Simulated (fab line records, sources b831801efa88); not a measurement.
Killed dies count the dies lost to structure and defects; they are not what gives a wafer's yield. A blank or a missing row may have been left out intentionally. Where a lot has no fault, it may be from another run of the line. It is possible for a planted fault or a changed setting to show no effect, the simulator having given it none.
The same fault as seen by 2 desks -- flow gf180mcu -- every desk sees just its own numbers, and what lay behind them comes last

AT THE TOOL OWNER'S DESK: implanter-03
The tool's own readings at GF_LVPWELL_IMPLANT_09: means of the sampled wafers that have a number, for each lot that ran on this tool. If a lot's mean is further than 4 standard deviations from the usual mean, the lot is out of limits and carries the mark OUT (the distance appears in the brackets).
Columns: A = doseIonsCm2 at GF_LVPWELL_IMPLANT_09, usual 4.999e+12; B = faradayCurrentUA at GF_LVPWELL_IMPLANT_09, usual 28.2
lot,first seen here,A,B
L644,day 3 20:58,5.004e+12,28.3
L645,day 4 02:35,5.003e+12,28.4
L646,day 4 08:10,4.995e+12,28.3
L654,day 6 06:18,1.918e+12 (-99 or more) OUT,10.8 (-30) OUT
L655,day 6 09:17,1.929e+12 (-99 or more) OUT,10.7 (-30) OUT
Finding of this desk: L654, L655 out of limits; the first was L654 at day 6 06:18, on doseIonsCm2 at GF_LVPWELL_IMPLANT_09. L644, L645, L646 stayed within limits.

THE METROLOGY DESK
What the gauges read, lot by lot, whatever tool the lot ran on: means of the sampled wafers that have a number. If a lot's mean is further than 4 standard deviations from the usual mean, the lot is out of limits and carries the mark OUT (the distance appears in the brackets).
Columns: A = STI_OXIDATION_THK at GF_STI_THK_MEAS_02, usual 9.99 nm; B = LVPWELL_TW at GF_LVPWELL_TW_MEAS_11, usual 565.5; C = VT_IMPLANT_OVL at GF_VT_IMPLANT_OVL_MEAS_07, usual 1.4 nm; D = VT_IMPLANT_03_OVL at GF_VT_IMPLANT_OVL_MEAS_40, usual 0.3 nm; E = LVPWELL_RS at GF_VT_IMPLANT_RS_MEAS_48, usual 1197 ohm/sq
lot,first seen here,A,B,C,D,E
L644,day 1 11:31,9.90,565.1,1.7,-0.8,1204
L645,day 1 16:31,9.76,565.6,1.2,0.1,1197
L646,day 1 21:31,9.80,566.2,0.6,0.1,1198
L654,day 3 14:51,10.09,542.5 (-9.6) OUT,2.7,0.3,1370 (+52) OUT
L655,day 3 18:56,9.80,541.9 (-9.8) OUT,1.0,0.7,1370 (+52) OUT
L656,day 3 23:31,10.11,564.7,0.1,0.7,1201
L659,day 4 14:32,9.85,563.5,0.6,-1.7,1201
L660,day 4 19:53,9.62,567.9,1.6,-1.6,1195
L662,day 5 05:31,10.43,566.0,1.1,0.4,1199
L664,day 5 15:31,10.09,563.6,1.7,0.0,1198
L665,day 6 00:13,10.06,566.9,3.2,0.1,1195
L666,day 6 05:35,9.97,565.9,1.7,-0.6,1198
L667,day 6 10:25,9.90,565.2,1.0,-0.3,1199
This desk reports L654, L655 out of limits; the earliest was L654 at day 6 06:33 (LVPWELL_TW at GF_LVPWELL_TW_MEAS_11). L644, L645, L646, L656, L659, L660, L662, L664, L665, L666, L667 stayed within limits.

ALL TOGETHER
The tool owner's desk could have raised an alarm at day 6 06:18, on L654, L655.
L654, L655 would have let the metrology desk raise an alarm at day 6 06:33.
The lots listed all ran GF_LVPWELL_IMPLANT_09 on implanter-03.

WHAT WAS PUT IN BY THE SIMULATOR
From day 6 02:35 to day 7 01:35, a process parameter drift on implanter-03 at GF_LVPWELL_IMPLANT_09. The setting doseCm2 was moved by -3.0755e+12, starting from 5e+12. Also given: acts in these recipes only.
Lots struck among those shown: L654, L655.
Counting hours from when the fault started, the first reading out of limits came at 4 for the tool owner's desk and at 4 for the metrology desk.
